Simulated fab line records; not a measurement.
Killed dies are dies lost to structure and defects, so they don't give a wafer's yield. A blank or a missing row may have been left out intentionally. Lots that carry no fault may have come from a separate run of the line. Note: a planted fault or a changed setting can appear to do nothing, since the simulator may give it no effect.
fab line records	flow sky130
[record] lots = 12	wafers = 36	last-day = 48
route steps=708 shown VT_ADJUST_HVTP@94 SONOS_ONO@182 GATE_OXIDE@200 POLY_CUT@319
lots that met no fault: from a run of the same line without faults
start-h: hours from the record's first day to the start of the lot's first wafer shown	wait-h: time in hours since the lot's previous step	" identical to the entry in the row above	L1.1+2: several wafers, shown together as one row	- either no value or no given start	* or withheld: withheld	< > ~ a bound
route shown NAME@n: NAME is a module with steps in the file, n the number in the route of the first one	usual: the fault-free wafers' mean and standard deviation	same: alike in all rows	chamber/n: place in a boat	sites: each site's reading	_std_site: standard deviation across them	_edge_site: the outer-site mean with the inner-site mean subtracted	radius-mm: how far each site lies from the wafer's centre	mask NAME#n: copy n	behind: the most recent tool/chamber to have shaped the wafer	hold: what put the lot on hold/how long, in hours/how the hold closed	device: transistor that didn't switch, given as n, p or np	end of line: at the end of the route, the tests of the same wafers	where a step has no rows: the recipe by itself	killed: dies that structure and defects cost at the first sort, which is not the same as the wafer's yield	map: a wafer's dies, x killed, . not, _ none there
set.NAME: the run value of the setting; set.NAME@STEP: its run value at that earlier step	model.NAME: the simulator's own value behind a step, which no gauge read
the route's steps for a sample of lots (tables are steps, rows are wafers)
services: the hour from which a tool's chamber was out of use, counted from the record's first day as start-h (under 0 if before that day), plus the number of hours and why
[[steps]]
[step SKY_VT_ADJUST_HVTP_IMPLANT_09]
[recipe] species = As	energy-kev = 150	dose-cm2 = 4.3e+12	tilt-deg = withheld
[usual] beam-on-s = 10.02/0.21	implant-ion-amu = 75/0
lot.wafer	tool	chamber	start-h	wait-h	beam-on-s	implant-ion-amu
L828.1	implanter-04	0	122.32	0.0	9.81	75
L828.4	"	0	"	"	9.94	75
L828.5	"	0	"	"	10.35	75
L829.2	implanter-04	0	130.21	0.0	9.92	75
L829.3	"	0	"	"	10.23	75
L829.5	"	0	"	"	9.70	75
L830.2	implanter-03	0	137.47	0.0	10.55	75
L830.3	"	0	"	"	9.95	75
L830.4	"	0	"	"	10.24	75
L831.1	implanter-02	0	146.19	0.0	9.62	75
L831.3	"	0	"	"	10.12	75
L831.5	"	0	"	"	10.13	75
L832.2	implanter-04	0	147.81	0.0	9.83	75
L832.5	"	0	"	"	10.05	75
L832.6	"	0	"	"	9.86	75
L833.4	implanter-04	0	156.44	0.1	9.97	75
L833.5	"	0	"	"	10.23	75
L833.6	"	0	"	"	9.74	75
L834.1	implanter-04	0	161.47	0.0	10.16	75
L834.2	"	0	"	"	10.27	75
L834.3	"	0	"	"	10.21	75
L835.1	implanter-02	0	167.72	0.0	10.01	75
L835.4	"	0	"	"	9.99	75
L835.5	"	0	"	"	10.11	75
L836.2	implanter-04	0	173.17	0.0	9.76	31
L836.3	"	0	"	"	10.36	31
L836.4	"	0	"	"	10.37	31
L837.3	implanter-02	0	177.02	0.1	9.99	31
L837.5	"	0	"	"	9.91	31
L837.6	"	0	"	"	9.85	31
L838.3	implanter-02	0	190.02	0.1	10.20	31
L838.4	"	0	"	"	10.08	31
L838.5	"	0	"	"	10.09	31
L839.2	implanter-03	0	195.77	0.0	10.38	31
L839.4	"	0	"	"	10.23	31
L839.5	"	0	"	"	10.08	31
[step SKY_VT_ADJUST_HVTP_TW_MEAS_11]
[usual] VT_ADJUST_HVTP_TW = 1364/6.8
lot.wafer	tool	chamber	start-h	wait-h	VT_ADJUST_HVTP_TW
L828.1	film-metro-02	-	122.57	0.1	1372
L828.4	"	-	"	"	1383
L828.5	"	-	"	"	1380
L829.2	film-metro-04	-	130.44	0.1	1356
L829.3	"	-	"	"	1354
L829.5	"	-	"	"	1354
L830.2	film-metro-01	-	137.70	0.1	1356
L830.3	"	-	"	"	1360
L830.4	"	-	"	"	1365
L831.1	film-metro-02	-	146.44	0.1	1361
L831.3	"	-	"	"	1365
L831.5	"	-	"	"	1364
L832.2	film-metro-04	-	148.04	0.1	1362
L832.5	"	-	"	"	1368
L832.6	"	-	"	"	1359
L833.4	film-metro-01	-	156.65	0.1	1365
L833.5	"	-	"	"	1367
L833.6	"	-	"	"	1367
L834.1	film-metro-04	-	161.72	0.1	1360
L834.2	"	-	"	"	1370
L834.3	"	-	"	"	1361
L835.1	film-metro-02	-	167.97	0.1	1366
L835.4	"	-	"	"	1374
L835.5	"	-	"	"	1376
L836.2	film-metro-02	-	173.40	0.1	968
L836.3	"	-	"	"	966
L836.4	"	-	"	"	967
L837.3	film-metro-02	-	177.24	0.1	964
L837.5	"	-	"	"	971
L837.6	"	-	"	"	966
L838.3	film-metro-04	-	190.24	0.1	954
L838.4	"	-	"	"	959
L838.5	"	-	"	"	964
L839.2	film-metro-04	-	196.00	0.1	955
L839.4	"	-	"	"	954
L839.5	"	-	"	"	951
[step SKY_SONOS_ONO_OVL_MEAS_14]
[usual] SONOS_ONO_OVL = 0.6/1.4
lot.wafer	tool	chamber	start-h	wait-h	SONOS_ONO_OVL[nm]
L828.1	overlay-01	-	277.50	0.1	-0.5
L828.4	"	-	"	"	-1.8
L828.5	"	-	"	"	-0.7
L829.2	overlay-02	-	287.30	0.1	0.4
L829.3	"	-	"	"	1.2
L829.5	"	-	"	"	-0.3
L830.2	overlay-02	-	301.40	0.1	-0.9
L830.3	"	-	"	"	-0.3
L830.4	"	-	"	"	1.3
L831.1	overlay-02	-	308.80	0.1	2.7
L831.3	"	-	"	"	2.5
L831.5	"	-	"	"	3.4
L832.2	overlay-01	-	310.60	0.1	0.3
L832.5	"	-	"	"	-1.0
L832.6	"	-	"	"	-0.8
L833.4	overlay-02	-	319.10	0.1	1.7
L833.5	"	-	"	"	0.3
L833.6	"	-	"	"	0.8
L834.1	overlay-02	-	325.33	0.1	-1.0
L834.2	"	-	"	"	0.3
L834.3	"	-	"	"	1.0
L835.1	overlay-01	-	332.43	0.1	1.5
L835.4	"	-	"	"	1.7
L835.5	"	-	"	"	2.3
L836.2	overlay-02	-	341.65	0.1	-1.4
L836.3	"	-	"	"	-2.2
L836.4	"	-	"	"	-0.6
L837.3	overlay-02	-	344.10	0.1	1.5
L837.5	"	-	"	"	-0.2
L837.6	"	-	"	"	-0.1
L838.3	overlay-01	-	363.16	0.1	-1.8
L838.4	"	-	"	"	-0.6
L838.5	"	-	"	"	0.1
L839.2	overlay-02	-	371.70	0.1	-0.4
L839.4	"	-	"	"	0.7
L839.5	"	-	"	"	1.1
[step SKY_GATE_OXIDE_STRIP_13]
[recipe] chemistry = O2/N2	power-w = 1400	pressure-mtorr = 1500	platen-temp-c = withheld	o2-flow-sccm = 3000	n2-flow-sccm = 300	overash-fraction = 0.5
[usual] drypump-motor-current-A = 5.9/0.41	oes-product-au = 0.716/0.0044	strip-time-to-endpoint-s = 14.16/0.034
lot.wafer	tool	chamber	start-h	wait-h	drypump-motor-current-A	oes-product-au	rf-hours-counter-h	strip-time-to-endpoint-s
L828.1	plasma-asher-01	1	307.44	0.0	6.0	0.710	63	14.22
L828.4	"	1	"	"	6.1	0.706	-	14.21
L828.5	"	1	"	"	6.0	0.713	-	14.25
L829.2	plasma-asher-01	1	316.88	0.0	6.0	0.714	64	14.18
L829.3	"	1	"	"	6.0	0.717	-	14.15
L829.5	"	1	"	"	6.0	0.719	-	14.14
L830.2	plasma-asher-01	0	330.87	0.0	5.5	0.713	65	14.13
L830.3	"	1	"	"	6.1	0.723	-	14.13
L830.4	"	0	"	"	5.5	0.714	-	14.15
L831.1	plasma-asher-03	1	338.97	0.0	6.6	0.716	19	14.17
L831.3	"	1	"	"	6.6	0.719	-	14.15
L831.5	"	1	"	"	6.6	0.717	-	14.18
L832.2	plasma-asher-03	0	340.16	0.0	5.4	0.711	19	14.13
L832.5	"	0	"	"	5.4	0.718	-	14.17
L832.6	"	1	"	"	6.6	0.713	-	14.12
L833.4	plasma-asher-03	0	348.55	0.0	5.4	0.712	-	14.16
L833.5	"	1	"	"	6.6	0.713	-	14.16
L833.6	"	0	"	"	5.4	0.711	-	14.15
L834.1	plasma-asher-02	1	355.56	0.0	5.4	0.721	63	14.18
L834.2	"	0	"	"	6.2	0.723	63	14.18
L834.3	"	1	"	"	5.4	0.726	-	14.17
L835.1	plasma-asher-01	0	362.87	0.0	5.5	0.707	68	14.18
L835.4	"	0	"	"	5.5	0.711	-	14.15
L835.5	"	0	"	"	5.5	0.716	-	14.17
L836.2	plasma-asher-01	0	373.06	0.0	5.5	0.710	69	14.20
L836.3	"	1	"	"	6.1	0.718	-	14.17
L836.4	"	0	"	"	5.6	0.709	-	14.16
L837.3	plasma-asher-01	1	374.71	0.0	6.0	0.716	-	14.16
L837.5	"	1	"	"	6.0	0.713	-	14.15
L837.6	"	0	"	"	5.6	0.716	-	14.15
L838.3	plasma-asher-02	1	400.44	0.0	5.4	0.720	-	14.23
L838.4	"	0	"	"	6.2	0.714	-	14.22
L838.5	"	1	"	"	5.4	0.711	-	14.23
L839.2	plasma-asher-01	0	408.67	0.0	5.6	0.720	73	14.16
L839.4	"	0	"	"	5.5	0.717	-	14.18
L839.5	"	1	"	"	6.0	0.715	-	14.15
[step SKY_POLY_CUT_STRIP_12]
[recipe] chemistry = O2/N2	power-w = 1400	pressure-mtorr = 1500	platen-temp-c = withheld	o2-flow-sccm = 3000	n2-flow-sccm = 300	overash-fraction = 0.5
[usual] drypump-motor-current-A = 5.9/0.49	oes-product-au = 0.451/0.0048	strip-time-to-endpoint-s = 5.346/0.018
lot.wafer	tool	chamber	start-h	wait-h	drypump-motor-current-A	oes-product-au	rf-hours-counter-h	strip-time-to-endpoint-s
L828.1	plasma-asher-03	1	554.67	0.0	6.6	0.454	41	5.341
L828.4	"	1	"	"	6.6	0.440	-	5.348
L828.5	"	0	"	"	5.5	0.456	-	5.345
L829.2	plasma-asher-03	1	570.11	0.0	6.6	0.461	42	5.324
L829.3	"	0	"	"	5.4	0.455	-	5.351
L829.5	"	1	"	"	6.6	0.452	-	5.375
L830.2	plasma-asher-02	0	583.62	0.0	6.3	0.451	15	5.331
L830.3	"	0	"	"	6.3	0.453	-	5.346
L830.4	"	1	"	"	5.4	0.456	-	5.355
L831.1	plasma-asher-02	1	593.66	0.0	5.4	0.444	17	5.341
L831.3	"	0	"	"	6.2	0.452	-	5.311
L831.5	"	1	"	"	5.4	0.462	-	5.349
L832.2	plasma-asher-01	1	594.36	0.0	6.0	0.447	92	5.358
L832.5	"	1	"	"	6.1	0.452	-	5.343
L832.6	"	0	"	"	5.6	0.454	-	5.349
L833.4	plasma-asher-03	0	601.81	0.1	5.4	0.454	-	5.345
L833.5	"	1	"	"	6.6	0.449	-	5.323
L833.6	"	0	"	"	5.4	0.450	-	5.321
L834.1	plasma-asher-03	0	610.31	0.0	5.4	0.454	46	5.328
L834.2	"	1	"	"	6.6	0.452	46	5.357
L834.3	"	0	"	"	5.4	0.456	-	5.322
L835.1	plasma-asher-02	1	618.36	0.0	5.4	0.452	19	5.351
L835.4	"	0	"	"	6.2	0.452	-	5.349
L835.5	"	0	"	"	6.2	0.446	-	5.365
L836.2	plasma-asher-02	0	633.57	0.0	6.2	0.455	20	5.364
L836.3	"	1	"	"	5.4	0.445	-	5.358
L836.4	"	0	"	"	6.2	0.451	-	5.354
L837.3	plasma-asher-03	1	633.89	0.1	6.6	0.451	-	5.325
L837.5	"	1	"	"	6.6	0.444	-	5.338
L837.6	"	0	"	"	5.4	0.441	-	5.325
L838.3	plasma-asher-02	0	655.09	0.1	6.2	0.450	-	5.362
L838.4	"	1	"	"	5.4	0.448	-	5.345
L838.5	"	0	"	"	6.3	0.450	-	5.370
L839.2	plasma-asher-01	1	662.92	0.0	6.0	0.460	99	5.341
L839.4	"	1	"	"	6.0	0.452	-	5.394
L839.5	"	1	"	"	6.0	0.456	-	5.358
[[services]]
tool	chamber	start-h	hours	kind
plasma-asher-03	-	108.75	9.0	pm
implanter-04	-	166.10	2.2	repair
plasma-asher-03	-	201.05	3.7	repair
plasma-asher-03	-	206.60	14.6	pm
plasma-asher-01	-	229.97	1.5	repair
implanter-04	-	246.70	5.2	repair
implanter-04	-	257.29	1.5	repair
plasma-asher-02	-	421.25	9.0	pm
implanter-04	-	434.21	3.2	repair
plasma-asher-03	-	441.05	2.8	pm
implanter-04	-	453.14	8.6	repair
implanter-04	-	507.83	3.4	pm
plasma-asher-02	-	508.92	0.9	repair
plasma-asher-01	-	515.41	1.2	repair
implanter-04	-	523.65	2.4	repair
implanter-04	-	528.61	1.8	repair
plasma-asher-03	-	559.82	6.0	repair
implanter-04	-	560.14	10.2	repair
implanter-04	-	560.32	2.1	repair
plasma-asher-02	-	563.77	1.5	repair
plasma-asher-02	-	575.95	0.7	repair
plasma-asher-01	-	614.39	1.8	repair
plasma-asher-01	-	623.51	2.8	pm
plasma-asher-03	-	652.74	2.7	repair
[[key]]
[first-sign] step = SKY_VT_ADJUST_HVTP_IMPLANT_09	reading = implant-ion-amu	direction = down	sigmas = 99+	usual = 75	struck = 31
[effect] step = SKY_VT_ADJUST_HVTP_TW_MEAS_11	reading = VT_ADJUST_HVTP_TW	direction = down	sigmas = 60	usual = 1364	struck = 962
met-at SKY_VT_ADJUST_HVTP_IMPLANT_09
struck-lots L836,L837,L838,L839
tester-left-out L836,L837,L838,L839
not-acting-at SKY_SONOS_ONO_OVL_MEAS_14,SKY_GATE_OXIDE_STRIP_13,SKY_POLY_CUT_STRIP_12
onset-between 167.72 173.17
[fault] kind = wrong-recipe-download	tool = implanter-02,implanter-03,implanter-04	chamber = -	onset-h = 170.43	steps = SKY_VT_ADJUST_HVTP_IMPLANT_09	wrong-recipe.not-listed = 1
// tester-left-out: of these lots the tester's yield and bins aren't shown, on N5 and GAA mostly nor the transistor test; their killed dies are dies lost to structure and defects alone, not to doping, threshold or leakage, so they don't give the yield
